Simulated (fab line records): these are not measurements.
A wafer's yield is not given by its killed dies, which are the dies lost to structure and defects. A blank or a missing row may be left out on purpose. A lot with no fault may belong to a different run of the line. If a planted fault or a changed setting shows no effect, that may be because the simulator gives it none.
fab line records | flow sky130
[record] lots = 12 | wafers = 36 | lastDay = 50
route steps=708 shown FIELD_ISO@23 NWELL@34 SONOS_ONO@182
lots untouched by any fault: they come from a run of this same line in which no faults occurred
startH: hours from the record's first day to the start of the lot's first wafer shown | waitH: hours elapsed since this lot's preceding step | " the same as in the row above | L1.1+2: several wafers, shown together as one row | - value missing, or start not given | * or withheld: withheld | < > ~ a bound
route shown NAME@n: a module of which the file shows steps, and the number in the route of the first | usual: mean/standard deviation taken from wafers without a fault | same: alike in all rows | chamber/n: place in a boat | sites: per-site readings | _std_site: the standard deviation of these | _edge_site: inner sites' mean taken away from outer sites' mean | radiusMm: how far each site lies from the wafer's centre | mask NAME#n: copy n | behind: the most recent tool/chamber to have shaped the wafer | hold: the reason the lot was held/the length of the hold in hours/how it ended | device: transistor that didn't switch, given as n, p or np | end of line: tests run on the same wafers once the route is complete | a step with no rows: only its recipe | killed: at the first sort, the dies lost to defects and structure; wafer yield is something else | map: dies across one wafer; x = killed, . = not, _ = none there
set.NAME: the run value of the setting; set.NAME@STEP: its run value at that earlier step | model.NAME: the simulator's own value behind a step, which no gauge read
one table for each step of the route and one row for each wafer, over a sample of lots
services: the hour from which a tool's chamber was out of use, counted from the record's first day as startH (under 0 if before that day), plus the number of hours and why
[[steps]]
[step SKY_FIELD_ISO_OXIDATION_22]
[recipe] tempC = 950 | ambient = O2 | stabiliseS = 600 | purgeS = 300 | targetThkA = 100 | oxTimeS = 623
[usual] spikeTcBottomC = 968/3.5 | spikeTcCentreC = 950.4/1.3 | spikeTcLowerC = 952.1/1.2 | spikeTcTopC = 963.3/1.7 | spikeTcUpperC = 949.7/1.3 | tubeCenterTempC = 950/0.079 | tube_center_temp_C_max = 952.4/0.4 | zonePowerTopPct = 41.9/0.67
lot.wafer | tool       | chamber | startH | waitH | spikeTcBottomC | spikeTcCentreC | spikeTcLowerC | spikeTcTopC | spikeTcUpperC | tubeCenterTempC | tube_center_temp_C_max | zonePowerTopPct
L228.1    | furnace-02 | 0       | 30.75  | 1.2   | 964            | 951.7          | 951.1         | 964.3       | 949.9         | 949.92          | 952.3                  | 41.2
L228.4    | "          | 0       | "      | "     | 966            | 952.9          | 952.4         | 966.0       | 950.3         | 950.04          | 952.9                  | 41.5
L228.6    | "          | 0       | "      | "     | 965            | 954.6          | 951.3         | 964.6       | 948.7         | 949.83          | 951.8                  | 41.4
L231.1    | furnace-02 | 0       | 46.25  | 1.0   | 965            | 951.3          | 951.3         | 963.5       | 951.7         | 950.05          | 952.3                  | 40.4
L231.2    | "          | 0       | "      | "     | 965            | 951.9          | 952.7         | 965.3       | 950.1         | 949.8           | 952.2                  | 41.5
L231.4    | "          | 0       | "      | "     | 965            | 950.3          | 950.1         | 964.3       | 952.0         | 950.1           | 953.2                  | 41.2
L234.1    | furnace-02 | 0       | 62.45  | 1.4   | 999            | 985.3          | 985.5         | 998.3       | 983.0         | 983.13          | 985.5                  | 43.1
L234.2    | "          | 0       | "      | "     | 999            | 983.4          | 985.5         | 999.0       | 982.9         | 983.08          | 985.2                  | 43.8
L234.4    | "          | 0       | "      | "     | 997            | 985.8          | 985.1         | 997.4       | 984.2         | 983.25          | 985.3                  | 43.8
L236.1    | furnace-02 | 0       | 69.70  | 0.0   | 998            | 984.8          | 985.4         | 997.5       | 982.9         | 983.21          | 986.8                  | 43.5
L236.4    | "          | 0       | "      | "     | 999            | 985.4          | 985.8         | 998.7       | 984.0         | 983.13          | 985.7                  | 43.4
L236.6    | "          | 0       | "      | "     | 998            | 985.0          | 984.8         | 998.6       | 984.0         | 983.15          | 985.2                  | 43.4
L238.1    | furnace-02 | 0       | 81.81  | 0.7   | 997            | 985.1          | 985.2         | 996.4       | 981.3         | 983.29          | 986.4                  | 44.0
L238.2    | "          | 0       | "      | "     | 998            | 985.2          | 983.6         | 998.4       | 983.6         | 983.23          | 985.2                  | 44.1
L238.3    | "          | 0       | "      | "     | 998            | 984.4          | 984.6         | 997.0       | 984.7         | 983.29          | 985.8                  | 43.5
L239.2    | furnace-01 | 0       | 87.21  | 0.0   | 971            | 949.6          | 951.9         | 961.2       | 948.2         | 949.99          | 952.0                  | 42.5
L239.3    | "          | 0       | "      | "     | 971            | 950.5          | 952.5         | 964.4       | 947.8         | 949.87          | 952.7                  | 42.1
L239.4    | "          | 0       | "      | "     | 973            | 947.7          | 953.1         | 961.6       | 947.3         | 950.14          | 952.2                  | 42.6
L240.1    | furnace-01 | 0       | 123.13 | 0.6   | 972            | 949.9          | 951.0         | 961.3       | 948.1         | 950             | 952.2                  | 41.6
L240.2    | "          | 0       | "      | "     | 972            | 949.3          | 950.9         | 960.6       | 949.8         | 950.02          | 953.0                  | 41.5
L240.5    | "          | 0       | "      | "     | 971            | 950.7          | 952.8         | 961.1       | 949.6         | 950.01          | 952.4                  | 42.1
L241.1    | furnace-01 | 0       | 123.13 | 0.2   | 971            | 950.4          | 952.5         | 961.1       | 948.6         | 950.08          | 952.3                  | 42.8
L241.2    | "          | 0       | "      | "     | 971            | 948.4          | 952.4         | 962.2       | 951.1         | 949.91          | 953.3                  | 42.2
L241.3    | "          | 0       | "      | "     | 970            | 950.3          | 953.7         | 961.8       | 948.4         | 949.97          | 952.6                  | 42.7
L242.1    | furnace-01 | 0       | 123.13 | 0.4   | 970            | 950.6          | 953.8         | 962.2       | 948.5         | 950.11          | 952.8                  | 41.9
L242.3    | "          | 0       | "      | "     | 970            | 950.5          | 953.2         | 962.8       | 948.9         | 949.89          | 952.1                  | 41.7
L242.6    | "          | 0       | "      | "     | 972            | 948.1          | 952.4         | 962.4       | 948.5         | 949.94          | 952.6                  | 42.7
L244.1    | furnace-01 | 0       | 123.13 | 0.1   | 973            | 950.0          | 952.5         | 963.1       | 947.4         | 950.04          | 953.0                  | 42.3
L244.4    | "          | 0       | "      | "     | 973            | 950.4          | 953.6         | 963.0       | 948.3         | 949.94          | 951.8                  | 42.0
L244.5    | "          | 0       | "      | "     | 971            | 949.0          | 952.9         | 962.4       | 950.4         | 950             | 952.8                  | 43.3
L248.2    | furnace-01 | 0       | 134.23 | 1.7   | 971            | 950.5          | 952.5         | 961.4       | 949.0         | 950.18          | 952.2                  | 42.6
L248.4    | "          | 0       | "      | "     | 972            | 949.0          | 951.5         | 962.9       | 947.3         | 949.98          | 952.8                  | 42.4
L248.6    | "          | 0       | "      | "     | 971            | 947.1          | 951.7         | 963.6       | 948.8         | 949.9           | 952.1                  | 42.2
L251.4    | furnace-01 | 0       | 152.34 | 2.4   | 971            | 950.7          | 955.6         | 960.8       | 949.8         | 950.05          | 952.3                  | 41.9
L251.5    | "          | 0       | "      | "     | 972            | 950.6          | 952.4         | 962.5       | 950.1         | 950.02          | 952.4                  | 42.5
L251.6    | "          | 0       | "      | "     | 972            | 949.7          | 953.8         | 961.7       | 949.9         | 949.97          | 951.7                  | 41.9
[step SKY_FIELD_ISO_THK_MEAS_23]
[recipe] reads = SiO2_of_FIELD_ISO_OXIDATION_22
[usual] FIELD_ISO_OXIDATION_01_THK = 9.93/0.2
lot.wafer | tool         | chamber | startH | waitH | FIELD_ISO_OXIDATION_01_THK[nm]
L228.1    | filmMetro-02 | -       | 31.92  | 0.0   | 9.96
L228.4    | "            | -       | "      | "     | 10.03
L228.6    | "            | -       | "      | "     | 9.92
L231.1    | filmMetro-02 | -       | 47.42  | 0.0   | 9.72
L231.2    | "            | -       | "      | "     | 9.93
L231.4    | "            | -       | "      | "     | 9.97
L234.1    | filmMetro-02 | -       | 63.62  | 0.0   | 14.62
L234.2    | "            | -       | "      | "     | 14.35
L234.4    | "            | -       | "      | "     | 14.43
L236.1    | filmMetro-03 | -       | 70.87  | 0.0   | 14.78
L236.4    | "            | -       | "      | "     | 14.99
L236.6    | "            | -       | "      | "     | 14.86
L238.1    | filmMetro-02 | -       | 82.99  | 0.0   | 14.37
L238.2    | "            | -       | "      | "     | 14.43
L238.3    | "            | -       | "      | "     | 14.44
L239.2    | filmMetro-03 | -       | 88.40  | 0.0   | 9.72
L239.3    | "            | -       | "      | "     | 9.74
L239.4    | "            | -       | "      | "     | 9.69
L240.1    | filmMetro-03 | -       | 124.31 | 0.0   | 9.90
L240.2    | "            | -       | "      | "     | 10.13
L240.5    | "            | -       | "      | "     | 9.94
L242.1    | filmMetro-04 | -       | 124.31 | 0.0   | 9.83
L242.3    | "            | -       | "      | "     | 9.83
L242.6    | "            | -       | "      | "     | 10.06
L241.1    | filmMetro-02 | -       | 124.33 | 0.0   | 10.17
L241.2    | "            | -       | "      | "     | 10.12
L241.3    | "            | -       | "      | "     | 10.19
L244.1    | filmMetro-03 | -       | 124.36 | 0.1   | 10.16
L244.4    | "            | -       | "      | "     | 9.96
L244.5    | "            | -       | "      | "     | 10.09
L248.2    | filmMetro-02 | -       | 135.41 | 0.0   | 9.83
L248.4    | "            | -       | "      | "     | 10.03
L248.6    | "            | -       | "      | "     | 9.93
L251.4    | filmMetro-02 | -       | 153.54 | 0.0   | 9.84
L251.5    | "            | -       | "      | "     | 10.17
L251.6    | "            | -       | "      | "     | 10.13
[step SKY_NWELL_THK_MEAS_02]
[recipe] reads = SiO2_of_NWELL_OXIDATION_01
[usual] NWELL_OXIDATION_THK = 9.85/0.2
lot.wafer | tool         | chamber | startH | waitH | NWELL_OXIDATION_THK[nm]
L228.1    | filmMetro-02 | -       | 39.07  | 0.0   | 10.02
L228.4    | "            | -       | "      | "     | 9.91
L228.6    | "            | -       | "      | "     | 9.91
L231.1    | filmMetro-01 | -       | 53.18  | 0.0   | 9.98
L231.2    | "            | -       | "      | "     | 9.84
L231.4    | "            | -       | "      | "     | 9.74
L234.1    | filmMetro-01 | -       | 70.30  | 0.0   | 9.98
L234.2    | "            | -       | "      | "     | 9.65
L234.4    | "            | -       | "      | "     | 9.82
L236.1    | filmMetro-04 | -       | 75.94  | 0.0   | 9.95
L236.4    | "            | -       | "      | "     | 10.00
L236.6    | "            | -       | "      | "     | 9.91
L238.1    | filmMetro-02 | -       | 88.01  | 0.0   | 9.79
L238.2    | "            | -       | "      | "     | 10.01
L238.3    | "            | -       | "      | "     | 10.09
L239.2    | filmMetro-01 | -       | 92.39  | 0.0   | 10.06
L239.3    | "            | -       | "      | "     | 10.00
L239.4    | "            | -       | "      | "     | 9.97
L240.1    | filmMetro-02 | -       | 130.19 | 0.0   | 9.71
L240.2    | "            | -       | "      | "     | 9.80
L240.5    | "            | -       | "      | "     | 9.83
L244.1    | filmMetro-04 | -       | 130.19 | 0.0   | 9.56
L244.4    | "            | -       | "      | "     | 9.77
L244.5    | "            | -       | "      | "     | 9.71
L241.1    | filmMetro-02 | -       | 131.59 | 0.0   | 9.60
L241.2    | "            | -       | "      | "     | 9.61
L241.3    | "            | -       | "      | "     | 9.64
L242.1    | filmMetro-01 | -       | 131.59 | 0.0   | 9.75
L242.3    | "            | -       | "      | "     | 9.60
L242.6    | "            | -       | "      | "     | 9.82
L248.2    | filmMetro-04 | -       | 142.31 | 0.0   | 10.27
L248.4    | "            | -       | "      | "     | 10.06
L248.6    | "            | -       | "      | "     | 10.25
L251.4    | filmMetro-04 | -       | 158.74 | 0.0   | 9.94
L251.5    | "            | -       | "      | "     | 10.03
L251.6    | "            | -       | "      | "     | 9.87
[step SKY_NWELL_TW_MEAS_15]
[usual] NWELL_TW = 1832/22
lot.wafer | tool         | chamber | startH | waitH | NWELL_TW
L228.1    | filmMetro-01 | -       | 87.02  | 0.1   | 1842
L228.4    | "            | -       | "      | "     | 1823
L228.6    | "            | -       | "      | "     | 1825
L231.1    | filmMetro-01 | -       | 99.92  | 0.1   | 1814
L231.2    | "            | -       | "      | "     | 1820
L231.4    | "            | -       | "      | "     | 1825
L234.1    | filmMetro-04 | -       | 119.57 | 0.1   | 1864
L234.2    | "            | -       | "      | "     | 1858
L234.4    | "            | -       | "      | "     | 1867
L236.1    | filmMetro-04 | -       | 125.38 | 0.1   | 1861
L236.4    | "            | -       | "      | "     | 1856
L236.6    | "            | -       | "      | "     | 1862
L238.1    | filmMetro-01 | -       | 140.19 | 0.1   | 1819
L238.2    | "            | -       | "      | "     | 1819
L238.3    | "            | -       | "      | "     | 1822
L239.2    | filmMetro-01 | -       | 144.55 | 0.1   | 1811
L239.3    | "            | -       | "      | "     | 1816
L239.4    | "            | -       | "      | "     | 1810
L244.1    | filmMetro-02 | -       | 189.48 | 0.1   | 1822
L244.4    | "            | -       | "      | "     | 1819
L244.5    | "            | -       | "      | "     | 1828
L240.1    | filmMetro-04 | -       | 190.12 | 0.1   | 1865
L240.2    | "            | -       | "      | "     | 1867
L240.5    | "            | -       | "      | "     | 1876
L241.1    | filmMetro-01 | -       | 191.44 | 0.1   | 1809
L241.2    | "            | -       | "      | "     | 1825
L241.3    | "            | -       | "      | "     | 1827
L242.1    | filmMetro-01 | -       | 192.84 | 0.1   | 1810
L242.3    | "            | -       | "      | "     | 1810
L242.6    | "            | -       | "      | "     | 1808
L248.2    | filmMetro-01 | -       | 203.45 | 0.1   | 1825
L248.4    | "            | -       | "      | "     | 1826
L248.6    | "            | -       | "      | "     | 1815
L251.4    | filmMetro-01 | -       | 222.76 | 0.1   | 1836
L251.5    | "            | -       | "      | "     | 1835
L251.6    | "            | -       | "      | "     | 1841
[step SKY_SONOS_ONO_OVL_MEAS_14]
[usual] SONOS_ONO_OVL = 0.1/1.4
lot.wafer | tool       | chamber | startH | waitH | SONOS_ONO_OVL[nm]
L228.1    | overlay-01 | -       | 273.26 | 0.1   | 1.9
L228.4    | "          | -       | "      | "     | 0.0
L228.6    | "          | -       | "      | "     | -1.4
L231.1    | overlay-01 | -       | 293.42 | 0.1   | -1.1
L231.2    | "          | -       | "      | "     | -0.4
L231.4    | "          | -       | "      | "     | -2.5
L234.1    | overlay-01 | -       | 323.66 | 0.1   | 0.4
L234.2    | "          | -       | "      | "     | 0.0
L234.4    | "          | -       | "      | "     | 1.3
L236.1    | overlay-01 | -       | 332.01 | 0.1   | -0.5
L236.4    | "          | -       | "      | "     | -0.1
L236.6    | "          | -       | "      | "     | -1.3
L238.1    | overlay-01 | -       | 357.31 | 0.1   | -1.4
L238.2    | "          | -       | "      | "     | -0.3
L238.3    | "          | -       | "      | "     | -0.8
L239.2    | overlay-01 | -       | 362.98 | 0.1   | 2.7
L239.3    | "          | -       | "      | "     | 3.9
L239.4    | "          | -       | "      | "     | 2.1
L244.1    | overlay-01 | -       | 421.56 | 0.1   | -0.7
L244.4    | "          | -       | "      | "     | -1.8
L244.5    | "          | -       | "      | "     | 1.0
L240.1    | overlay-01 | -       | 423.41 | 0.1   | 0.5
L240.2    | "          | -       | "      | "     | 1.5
L240.5    | "          | -       | "      | "     | 2.1
L241.1    | overlay-02 | -       | 428.70 | 0.1   | 0.2
L241.2    | "          | -       | "      | "     | 0.1
L241.3    | "          | -       | "      | "     | 1.3
L242.1    | overlay-01 | -       | 431.50 | 0.1   | 1.2
L242.3    | "          | -       | "      | "     | 0.6
L242.6    | "          | -       | "      | "     | 1.0
L248.2    | overlay-01 | -       | 445.26 | 0.1   | 0.2
L248.4    | "          | -       | "      | "     | 0.3
L248.6    | "          | -       | "      | "     | 0.3
L251.4    | overlay-02 | -       | 470.98 | 0.1   | 0.3
L251.5    | "          | -       | "      | "     | 1.4
L251.6    | "          | -       | "      | "     | -2.0
[[services]]
tool       | chamber | startH | hours | kind
furnace-02 | -       | 14.96  | 3.1   | pm
furnace-01 | -       | 106.63 | 3.2   | pm
furnace-01 | -       | 109.85 | 3.3   | pm
[[key]]
[firstSign] step = SKY_FIELD_ISO_OXIDATION_22 | reading = tubeCenterTempC | direction = up | sigmas = 99+ | usual = * | struck = *
[effect] step = SKY_FIELD_ISO_OXIDATION_22 | reading = tube_center_temp_C_max | direction = up | sigmas = 83 | usual = * | struck = *
[effect] step = SKY_FIELD_ISO_THK_MEAS_23 | reading = FIELD_ISO_OXIDATION_01_THK | direction = up | sigmas = 23 | usual = 9.93 | struck = 14.58
metAt SKY_FIELD_ISO_OXIDATION_22
struckLots L234,L236,L238
testerLeftOut L234,L236,L238
notActingAt SKY_NWELL_THK_MEAS_02,SKY_NWELL_TW_MEAS_15,SKY_SONOS_ONO_OVL_MEAS_14
onsetBetween 46.25 62.45
[fault] kind = processParameterDrift | tool = furnace-02 | chamber = - | onsetH = 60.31 | steps = SKY_FIELD_ISO_OXIDATION_22 | channel = tempC | offset = * | shape = step | endH = 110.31 | actsIn = * | stated = *
// testerLeftOut: of these lots the tester's yield and bins aren't shown, on N5 and GAA mostly nor the transistor test; their killed dies are dies lost to structure and defects alone, not to doping, threshold or leakage, so they don't give the yield
